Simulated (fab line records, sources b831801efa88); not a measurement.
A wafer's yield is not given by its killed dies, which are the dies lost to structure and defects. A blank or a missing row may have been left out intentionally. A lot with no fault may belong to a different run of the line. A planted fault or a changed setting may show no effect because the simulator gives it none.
Problem report in the 8D (eight disciplines) form, filled by code    flow gf180mcu    the parts of the form that need people (team, actions taken, sign-off) are left out

== 1. PROBLEM STATEMENT ==
A mean of 10964 W is read at GF_M1_SPUTTER_02 for cathode dc power W, taken on 1 wafer of 1 lot, against 10600 W (standard deviation 2.2) on wafers free of any fault. So: +99 or more standard deviations from the usual mean.
The step: material AlCu, target thk 450 nm, time 23.9 s.
First observed at day 20 22:35: wafer L139.6, on pvd sputter-02. Wafers with a number at this step in the record: 36, from 12 lots. Rule for "out", or "out of limits": more than 4 standard deviations from the usual mean. The other wafers with a number count as sound.

== 2. WHAT IT IS, AND WHAT IT ISN'T ==
question                     is                  is not
which readings at this step  cathode dc power W  throttle valve pct
which lots                   L139                L126, L128, L129, L130, L132, L133, L134, L135, L141, L145, L149
which wafers of those lots   L139.6              L139.2, L139.5
read on which tools          pvd sputter-02      pvd sputter-01, pvd sputter-03
when                         from day 20 22:35   up to then (26 sound wafers); but 9 sound wafers of L141, L145, L149 came after

== 3. WHAT RULES OUT EACH SUSPECT ==
Counting: any tool at a process step up to the reading remains a suspect provided it ran every lot that is out. Sound lots after the first of them don't rule it out here, since some wafers of a struck lot are sound.
- pecvd-03 at GF_CONTACT_CVD_02 (deposits SiO2 from TEOS, target thk 860 nm, time 95.992 s): kept. The lot that is out, L139, ran on it at day 19 19:55; the last sound lot it ran before that was L135, at day 18 09:21.
- rie diel-02 at GF_CONTACT_ETCH_17 (etches SiO2 in C4F8/O2/Ar, stops on CoSi2, target depth 860 nm): kept. The lot that is out, L139, ran on it at day 20 22:35; the last sound lot it ran before that was L134, at day 19 06:41. With no start given for some of its lots, GF_CONTACT_ETCH_17 uses the hours and lot order of GF_M1_SPUTTER_02.
- pvd sputter-02 at GF_M1_SPUTTER_02 (material AlCu, target thk 450 nm, time 23.9 s): kept. The lot that is out, L139, ran on it at day 20 22:35; the last sound lot it ran before that was L135, at day 19 11:31. Its own readings are out on those wafers: cathode dc power W.
- Within rie diel-02 at GF_CONTACT_ETCH_17: the wafers that are out ran in chamber 3; their sound lot-mates ran in chamber 0.
Left after counting: pecvd-03 at GF_CONTACT_CVD_02, rie diel-02 at GF_CONTACT_ETCH_17, pvd sputter-02 at GF_M1_SPUTTER_02.

== 4. THE CAUSE (what the simulator had put in) ==
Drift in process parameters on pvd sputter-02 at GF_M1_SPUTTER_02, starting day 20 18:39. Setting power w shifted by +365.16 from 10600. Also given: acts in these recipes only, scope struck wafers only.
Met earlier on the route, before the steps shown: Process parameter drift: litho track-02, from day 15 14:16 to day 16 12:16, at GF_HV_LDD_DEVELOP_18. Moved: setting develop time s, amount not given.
Counting left 3 suspects, and this tool is among them.

== 5. THE EFFECT CHAIN, in route order ==
Each row: a reading whose mean over the struck wafers that have a number lies more than 3 standard deviations from the usual. Scope: only readings with a usual standard deviation given in the record; hours: median across lots of the time from each lot's start at the first step in this table that gives one to its start at this step; sigmas: change in usual standard deviations.
hours  step              reading             usual    on struck wafers  change  sigmas
0      GF_M1_SPUTTER_02  cathode dc power W  10600 W  10964             +364    +99 or more
Here are the process steps it includes:
- GF_M1_SPUTTER_02: material AlCu, target thk 450 nm, time 23.9 s.
At these later measuring or inspecting steps, every struck wafer for which the step has a row has a number for every such reading, and none has moved that far: GF_M1_THK_MEAS_06.

== 6. WHAT WOULD HAVE CAUGHT IT SOONER ==
In this record no reading fell out of limits until day 20 22:35, 4 hours after the fault had begun at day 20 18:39.
